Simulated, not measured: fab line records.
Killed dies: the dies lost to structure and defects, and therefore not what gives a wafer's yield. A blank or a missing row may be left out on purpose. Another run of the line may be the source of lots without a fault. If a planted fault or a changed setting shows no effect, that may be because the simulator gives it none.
fab line records ; flow sfqLine
record lots=15; wafers=45; lastDay=83
route steps=325 shown M2@98 I2@105 JJ@189 M5@206
lots untouched by any fault: they come from a run of this same line in which no faults occurred
startH: hours from the record's first day to the start of the lot's first wafer shown ; waitH: hours elapsed since this lot's preceding step ; " the same as in the row above ; L1.1+2: one row covering several wafers at once ; - value missing, or start not given ; * or withheld: withheld ; < > ~ a bound
route shown NAME@n: NAME is a module with steps in the file, n the number in the route of the first one ; usual: mean/standard deviation taken from wafers without a fault ; same: alike in all rows ; chamber/n: place in a boat ; sites: readings site by site ; _std_site: the standard deviation of these ; _edge_site: the outer-site mean with the inner-site mean subtracted ; radiusMm: for every site, how far away it sits from the centre of the wafer ; mask NAME#n: copy n ; behind: the most recent tool/chamber to have shaped the wafer ; hold: reason for holding the lot/hours on hold/outcome of the hold ; device: transistor that didn't switch, given as n, p or np ; end of line: the same wafers' tests at the end of the route ; a step with no rows: only its recipe ; killed: not the wafer's yield, but the dies lost to structure and defects at the first sort ; map: per-die view of a wafer (x killed, . not killed, _ where there is no die)
set.NAME: setting as actually run; set.NAME@STEP: the setting as run at that earlier step ; model.NAME: the simulator's own value behind a step, which no gauge read
one table for each step of the route and one row for each wafer, over a sample of lots
services: from which hour (startH, from the record's first day; less than 0 if before it) a tool's chamber was out of use, for how many hours, and why
## steps
# step SFQ_M2_OVL_MEAS_916
# usual M2_OVL=-3/5
lot.wafer;tool;chamber;startH;waitH;M2_OVL[nm]
L305.1;overlay-01;-;668.38;0.1;-4
L305.4;overlay-01;-;668.38;0.1;-3
L305.6;overlay-01;-;668.38;0.1;-9
L306.1;overlay-01;-;717.71;0.1;-6
L306.5;overlay-01;-;717.71;0.1;-7
L306.6;overlay-01;-;717.71;0.1;2
L307.2;overlay-01;-;725.03;0.1;1
L307.3;overlay-01;-;725.03;0.1;-5
L307.6;overlay-01;-;725.03;0.1;1
L308.3;overlay-02;-;741.84;0.1;-7
L308.5;overlay-02;-;741.84;0.1;-7
L308.6;overlay-02;-;741.84;0.1;-9
L309.1;overlay-01;-;749.02;0.1;-2
L309.2;overlay-01;-;749.02;0.1;-6
L309.5;overlay-01;-;749.02;0.1;-6
L311.1;overlay-02;-;770.75;0.1;-1
L311.5;overlay-02;-;770.75;0.1;-2
L311.6;overlay-02;-;770.75;0.1;-7
L312.1;overlay-02;-;779.15;0.1;4
L312.4;overlay-02;-;779.15;0.1;5
L312.5;overlay-02;-;779.15;0.1;4
L316.1;overlay-02;-;813.88;0.1;-1
L316.3;overlay-02;-;813.88;0.1;-3
L316.5;overlay-02;-;813.88;0.1;-6
L322.1;overlay-02;-;886.67;0.1;-2
L322.2;overlay-02;-;886.67;0.1;2
L322.5;overlay-02;-;886.67;0.1;1
L323.1;overlay-01;-;893.87;0.1;-3
L323.5;overlay-01;-;893.87;0.1;-6
L323.6;overlay-01;-;893.87;0.1;0
L324.1;overlay-02;-;929.44;0.1;-5
L324.4;overlay-02;-;929.44;0.1;-1
L324.6;overlay-02;-;929.44;0.1;-6
L325.1;overlay-02;-;931.84;0.1;-8
L325.3;overlay-02;-;931.84;0.1;-8
L325.5;overlay-02;-;931.84;0.1;-4
L326.3;overlay-02;-;933.05;0.1;2
L326.4;overlay-02;-;933.05;0.1;0
L326.5;overlay-02;-;933.05;0.1;5
L327.2;overlay-01;-;934.25;0.1;1
L327.4;overlay-01;-;934.25;0.1;3
L327.6;overlay-01;-;934.25;0.1;0
L328.1;overlay-01;-;936.64;0.1;-16
L328.3;overlay-01;-;936.64;0.1;-12
L328.5;overlay-01;-;936.64;0.1;-7
# step SFQ_I2_BOW_MEAS_917
# recipe mode=bow
# usual I2_BOW=3/8.8
lot.wafer;tool;chamber;startH;waitH;I2_BOW[um]
L305.1;filmMetro-04;-;674.85;1.0;6
L305.4;filmMetro-04;-;674.85;1.0;-1
L305.6;filmMetro-04;-;674.85;1.0;0
L306.1;filmMetro-01;-;728.68;2.0;16
L306.5;filmMetro-01;-;728.68;2.0;21
L306.6;filmMetro-01;-;728.68;2.0;11
L307.2;filmMetro-03;-;734.70;2.0;-10
L307.3;filmMetro-03;-;734.70;2.0;-8
L307.6;filmMetro-03;-;734.70;2.0;-23
L308.3;filmMetro-01;-;746.72;1.5;3
L308.5;filmMetro-01;-;746.72;1.5;3
L308.6;filmMetro-01;-;746.72;1.5;-2
L309.1;filmMetro-01;-;753.70;1.5;23
L309.2;filmMetro-01;-;753.70;1.5;2
L309.5;filmMetro-01;-;753.70;1.5;15
L311.1;filmMetro-04;-;779.02;1.0;6
L311.5;filmMetro-04;-;779.02;1.0;-4
L311.6;filmMetro-04;-;779.02;1.0;-4
L312.1;filmMetro-01;-;792.24;2.5;-7
L312.4;filmMetro-01;-;792.24;2.5;-10
L312.5;filmMetro-01;-;792.24;2.5;-5
L316.1;filmMetro-03;-;833.88;2.0;-4
L316.3;filmMetro-03;-;833.88;2.0;7
L316.5;filmMetro-03;-;833.88;2.0;3
L322.1;filmMetro-03;-;915.59;1.0;-9
L322.2;filmMetro-03;-;915.59;1.0;-15
L322.5;filmMetro-03;-;915.59;1.0;11
L323.1;filmMetro-01;-;927.59;2.5;6
L323.5;filmMetro-01;-;927.59;2.5;-6
L323.6;filmMetro-01;-;927.59;2.5;4
L324.1;filmMetro-04;-;951.59;1.5;9
L324.4;filmMetro-04;-;951.59;1.5;14
L324.6;filmMetro-04;-;951.59;1.5;1
L325.1;filmMetro-04;-;954.99;1.5;-4
L325.3;filmMetro-04;-;954.99;1.5;2
L325.5;filmMetro-04;-;954.99;1.5;3
L326.3;filmMetro-03;-;958.03;2.5;-13
L326.4;filmMetro-03;-;958.03;2.5;0
L326.5;filmMetro-03;-;958.03;2.5;3
L327.2;filmMetro-01;-;960.61;1.5;7
L327.4;filmMetro-01;-;960.61;1.5;-5
L327.6;filmMetro-01;-;960.61;1.5;-8
L328.1;filmMetro-04;-;961.56;2.5;9
L328.3;filmMetro-04;-;961.56;2.5;10
L328.5;filmMetro-04;-;961.56;2.5;6
# step SFQ_TRILAYER_JJ_CE_LITHO_PEB_117
# recipe pebTempC=115; pebTimeS=60; resist=KrF
# usual chillPlateTempC=23.02/0.09; exhaustPa=44.9/0.9; heaterPowerTotalW=79.15/0.065
lot.wafer;tool;chamber;startH;waitH;chillPlateTempC;exhaustPa;heaterPowerTotalW
L305.1;lithoTrack-02;0;1288.99;1.0;22.89;44.6;79.16
L305.4;lithoTrack-02;0;1288.99;1.0;22.89;46.6;79.23
L305.6;lithoTrack-02;0;1288.99;1.0;22.92;45.6;79.16
L306.1;lithoTrack-01;0;1297.39;1.0;22.98;45.3;79.04
L306.5;lithoTrack-01;0;1297.39;1.0;22.98;44.2;79.06
L306.6;lithoTrack-01;0;1297.39;1.0;23.10;45.5;79.17
L307.2;lithoTrack-02;0;1298.62;0.8;23.03;44.1;79.22
L307.3;lithoTrack-02;0;1298.62;0.8;23.00;42.9;79.17
L307.6;lithoTrack-02;0;1298.62;0.8;23.15;44.2;79.19
L308.3;lithoTrack-01;0;1301.04;0.7;23.05;45.6;79.10
L308.5;lithoTrack-01;0;1301.04;0.7;23.11;44.6;79.16
L308.6;lithoTrack-01;0;1301.04;0.7;23.12;45.8;79.19
L309.1;lithoTrack-02;0;1303.09;1.0;23.07;45.1;79.05
L309.2;lithoTrack-02;0;1303.09;1.0;23.05;45.3;79.25
L309.5;lithoTrack-02;0;1303.09;1.0;23.00;44.0;79.09
L311.1;lithoTrack-02;0;1305.49;1.0;23.09;43.9;79.17
L311.5;lithoTrack-02;0;1305.49;1.0;22.97;44.1;79.18
L311.6;lithoTrack-02;0;1305.49;1.0;23.17;43.6;79.23
L312.1;lithoTrack-02;0;1306.69;1.0;23.02;45.0;79.23
L312.4;lithoTrack-02;0;1306.69;1.0;22.96;45.1;79.20
L312.5;lithoTrack-02;0;1306.69;1.0;23.03;45.8;79.09
L316.1;lithoTrack-03;0;1443.18;1.0;22.92;43.4;79.15
L316.3;lithoTrack-03;0;1443.18;1.0;22.91;45.1;79.20
L316.5;lithoTrack-03;0;1443.18;1.0;22.83;44.8;79.21
L322.1;lithoTrack-02;-;1514.26;1.0;-;-;-
L322.2;lithoTrack-02;-;1514.26;1.0;-;-;-
L322.5;lithoTrack-02;-;1514.26;1.0;-;-;-
L323.1;lithoTrack-01;-;1556.73;1.0;-;-;-
L323.5;lithoTrack-01;-;1556.73;1.0;-;-;-
L323.6;lithoTrack-01;-;1556.73;1.0;-;-;-
L324.1;lithoTrack-02;-;1577.03;1.0;-;-;-
L324.4;lithoTrack-02;-;1577.03;1.0;-;-;-
L324.6;lithoTrack-02;-;1577.03;1.0;-;-;-
L325.1;lithoTrack-03;0;1584.23;1.0;23.00;44.8;79.19
L325.3;lithoTrack-03;0;1584.23;1.0;22.96;45.3;79.19
L325.5;lithoTrack-03;0;1584.23;1.0;22.95;43.5;79.24
L326.3;lithoTrack-03;0;1591.48;0.7;23.02;45.2;79.21
L326.4;lithoTrack-03;0;1591.48;0.7;22.91;44.2;79.14
L326.5;lithoTrack-03;0;1591.48;0.7;22.94;45.7;79.22
L327.2;lithoTrack-02;0;1599.07;0.8;22.95;44.8;79.19
L327.4;lithoTrack-02;0;1599.07;0.8;22.97;43.6;79.06
L327.6;lithoTrack-02;0;1599.07;0.8;23.00;43.8;79.18
L328.1;lithoTrack-03;0;1603.85;1.0;23.06;44.6;79.18
L328.3;lithoTrack-03;0;1603.85;1.0;23.23;45.2;79.21
L328.5;lithoTrack-03;0;1603.85;1.0;22.97;44.5;79.12
# step SFQ_TRILAYER_M5_ETCH_METAL_ETCH_126
# recipe target=Nb; stopOn=SiO2; maskMaterial=PR; overEtchFrac=0.15; timeS=203.2; chemistry=Cl2/BCl3; targetDepthNm=265; icpW=600; biasW=80; pressureMtorr=10
# usual drypumpMotorCurrentA=5.5/0.37; oesProductAu=0.729/0.0065
lot.wafer;tool;chamber;startH;waitH;drypumpMotorCurrentA;oesProductAu;rfHoursCounterH
L305.1;rieMetal-03;1;1294.35;0.0;5.7;0.721;4
L305.4;rieMetal-03;1;1294.35;0.0;5.7;0.719;-
L305.6;rieMetal-03;0;1294.35;0.0;5.0;0.726;-
L306.1;rieMetal-01;0;1308.28;0.0;5.4;0.732;92
L306.5;rieMetal-01;1;1308.28;0.0;6.1;0.736;-
L306.6;rieMetal-01;0;1308.28;0.0;5.4;0.719;-
L307.2;rieMetal-03;1;1309.48;0.0;5.7;0.729;7
L307.3;rieMetal-03;1;1309.48;0.0;5.7;0.725;-
L307.6;rieMetal-03;1;1309.48;0.0;5.7;0.730;-
L308.3;rieMetal-03;1;1311.95;0.1;5.7;0.736;-
L308.5;rieMetal-03;0;1311.95;0.1;5.0;0.728;-
L308.6;rieMetal-03;1;1311.95;0.1;5.7;0.739;-
L309.1;rieMetal-03;1;1314.28;0.0;5.7;0.729;8
L309.2;rieMetal-03;0;1314.28;0.0;5.0;0.731;25
L309.5;rieMetal-03;1;1314.28;0.0;5.7;0.726;-
L311.1;rieMetal-02;0;1317.88;0.0;5.6;0.717;29
L311.5;rieMetal-02;0;1317.88;0.0;5.7;0.722;-
L311.6;rieMetal-02;1;1317.88;0.0;5.9;0.726;-
L312.1;rieMetal-03;1;1319.08;0.0;5.7;0.723;9
L312.4;rieMetal-03;1;1319.08;0.0;5.7;0.721;-
L312.5;rieMetal-03;0;1319.08;0.0;5.0;0.733;-
L316.1;rieMetal-03;1;1449.74;0.0;5.7;0.736;29
L316.3;rieMetal-03;0;1449.74;0.0;5.0;0.736;-
L316.5;rieMetal-03;0;1449.74;0.0;5.0;0.742;-
L322.1;rieMetal-03;0;1527.13;0.0;5.0;0.732;57
L322.2;rieMetal-03;1;1527.13;0.0;5.7;0.733;41
L322.5;rieMetal-03;0;1527.13;0.0;5.0;0.741;-
L323.1;rieMetal-01;1;1644.47;0.0;6.1;0.721;60
L323.5;rieMetal-01;0;1644.47;0.0;5.3;0.735;-
L323.6;rieMetal-01;1;1644.47;0.0;6.1;0.728;-
L324.1;rieMetal-03;1;1656.47;0.0;5.7;0.744;61
L324.4;rieMetal-03;0;1656.47;0.0;5.0;0.741;-
L324.6;rieMetal-03;0;1656.47;0.0;5.0;0.740;-
L325.1;rieMetal-02;1;1666.12;0.0;5.9;0.732;101
L325.3;rieMetal-02;0;1666.12;0.0;5.6;0.727;-
L325.5;rieMetal-02;0;1666.12;0.0;5.6;0.736;-
L326.3;rieMetal-01;1;1674.58;0.1;6.1;0.730;-
L326.4;rieMetal-01;0;1674.58;0.1;5.3;0.721;-
L326.5;rieMetal-01;0;1674.58;0.1;5.3;0.735;-
L327.2;rieMetal-01;1;1684.12;0.0;6.1;0.727;66
L327.4;rieMetal-01;0;1684.12;0.0;5.4;0.733;-
L327.6;rieMetal-01;0;1684.12;0.0;5.4;0.730;-
L328.1;rieMetal-01;0;1691.78;0.0;5.3;0.725;17
L328.3;rieMetal-01;1;1691.78;0.0;6.1;0.723;-
L328.5;rieMetal-01;1;1691.78;0.0;6.1;0.727;-
## services
tool;chamber;startH;hours;kind
rieMetal-03;1;1272.33;18.5;repair
rieMetal-02;-;1324.52;1.4;pm
rieMetal-02;0;1361.30;8.1;repair
rieMetal-03;-;1366.06;1.4;pm
rieMetal-01;1;1372.04;4.8;repair
rieMetal-01;0;1390.89;7.9;repair
rieMetal-01;-;1477.19;1.0;repair
rieMetal-02;1;1487.13;19.3;repair
rieMetal-01;-;1494.21;0.3;repair
rieMetal-01;0;1543.38;-;clean
rieMetal-01;0;1543.38;-;consumableReplace:focusRing
rieMetal-01;0;1543.38;20.0;scheduledDown
rieMetal-01;0;1543.38;20.0;ventCycle
rieMetal-02;-;1626.85;2.8;pm
## key
firstSign step=SFQ_TRILAYER_JJ_CE_LITHO_PEB_117; reading=toolRecord; direction=missing
effect none on later readings
metAt SFQ_TRILAYER_JJ_CE_LITHO_PEB_117
struckLots L322,L323,L324
notActingAt SFQ_M2_OVL_MEAS_916,SFQ_I2_BOW_MEAS_917,SFQ_TRILAYER_M5_ETCH_METAL_ETCH_126
onsetBetween 1306.69 1514.26
fault kind=skippedStepWhole; tool=lithoTrack-01,lithoTrack-02; chamber=-; onsetH=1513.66; steps=SFQ_TRILAYER_JJ_CE_LITHO_PEB_117; scope=struckLotsOnly
